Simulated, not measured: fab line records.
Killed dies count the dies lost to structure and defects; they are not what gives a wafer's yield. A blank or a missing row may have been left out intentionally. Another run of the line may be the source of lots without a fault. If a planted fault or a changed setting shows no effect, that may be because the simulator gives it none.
What tool caused it? | flow sky130 | 13 lots, 39 wafers sampled, at 2 steps of a route of 708

== WHAT EACH GAUGE READ, for each wafer ==
SKY_CAPM_THK_MEAS_01.
lot  | measured     | on           | CAPM_CVD_00_THK (nm)
L294 | day 36 22:23 | filmMetro-04 | 15.18 15.58 15.65
L293 | day 37 07:23 | filmMetro-02 | 15.72 15.83 15.78
L295 | day 37 08:19 | filmMetro-03 | 15.60 15.32 15.89
L296 | day 37 16:45 | filmMetro-04 | 15.44 15.67 15.51
L297 | day 38 05:36 | filmMetro-03 | 15.35 15.59 15.51
L299 | day 39 02:11 | filmMetro-03 | 15.59 15.54 15.54
L298 | day 39 04:34 | filmMetro-04 | 15.49 15.58 15.45
L303 | day 39 21:33 | filmMetro-02 | 14.88 15.14 15.25
L305 | day 40 16:01 | filmMetro-02 | 15.35 9.71 15.52
L309 | day 42 00:52 | filmMetro-02 | 15.04 15.15 15.12
L313 | day 42 17:30 | filmMetro-04 | 15.40 15.57 15.46
L314 | day 42 23:58 | filmMetro-04 | 15.45 15.28 15.29
L315 | day 43 04:41 | filmMetro-04 | 15.23 15.28 15.35

== WHICH TOOL RAN EACH LOT (tool, then ch and the chambers of the sampled wafers, then the start) ==
lot  | SKY_CAPM_CVD_00
L294 | pecvd-02 ch 0,2, day 36 22:22
L293 | pecvd-03 ch 1,2, day 37 07:20
L295 | pecvd-02 ch 0,1,2, day 37 08:17
L296 | pecvd-03 ch 0,1,2, day 37 16:43
L297 | pecvd-02 ch 1,2, day 38 05:34
L299 | pecvd-03 ch 0,1,2, day 39 02:08
L298 | pecvd-02 ch 0,1, day 39 04:32
L303 | pecvd-01 ch 0,1, day 39 21:31
L305 | pecvd-02 ch 0,1,2, day 40 15:59
L309 | pecvd-03 ch 0,1,2, day 42 00:51
L313 | pecvd-03 ch 0,1,2, day 42 17:28
L314 | pecvd-01 ch 0,1,2, day 42 23:56
L315 | pecvd-01 ch 0,1, day 43 04:39
- SKY_CAPM_CVD_00: deposits SiO2, target thk 15.5 nm.

== WHAT THE TOOLS THEMSELVES READ (means of the sampled wafers that have a number; where no wafer has one, the mark that the record gives instead) ==
SKY_CAPM_CVD_00.
lot  | tool     | heaterPowerW (W)
L294 | pecvd-02 | 687
L293 | pecvd-03 | 665
L295 | pecvd-02 | 652
L296 | pecvd-03 | 806
L297 | pecvd-02 | 791
L299 | pecvd-03 | 750
L298 | pecvd-02 | 657
L303 | pecvd-01 | 713
L305 | pecvd-02 | 686
L309 | pecvd-03 | 754
L313 | pecvd-03 | 739
L314 | pecvd-01 | 770
L315 | pecvd-01 | 717

== THE ANSWER, worked out from the rows above alone ==
Rule: what is usual is taken from the lots themselves. The widest of any qualifying gaps counts: lots, ordered by their means at a reading, are off when they make up no more than a third of the lots, leave a main group of 4 or more, and stand apart from it by 3 or more times the standard deviation of that group's means. Not used: any main group whose means are identical at the precision the tables above print for the reading. A lot without any number at a reading at which 4 lots or more have one is off too. The other lots that the step has rows for count as sound. Order of review: gauges by route order, followed by the tools' own readings, for which a lot's mean as printed above is used. The first step at which some lot is off is used, and at that step the reading that is off furthest; a lot without a number counts as furthest.
Off: L305, seen at SKY_CAPM_THK_MEAS_01 (CAPM_CVD_00_THK). The main group: mean 15.44 nm, standard deviation 0.19.
A tool fits if, at a process step before that reading, it ran every lot that is off, and no sound lot after the first of them. Those tools and the gauges at SKY_CAPM_THK_MEAS_01 are tried in the same way. One candidate fits, namely pecvd-02 at SKY_CAPM_CVD_00. Its last sound lot is L298 (day 39 04:32), its first lot that is off L305 (day 40 15:59): a fault that began between those two fits.

== WHAT HAD BEEN PUT IN BY THE SIMULATOR ==
pecvd-02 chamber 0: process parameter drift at SKY_CAPM_CVD_00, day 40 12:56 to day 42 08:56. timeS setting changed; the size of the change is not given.
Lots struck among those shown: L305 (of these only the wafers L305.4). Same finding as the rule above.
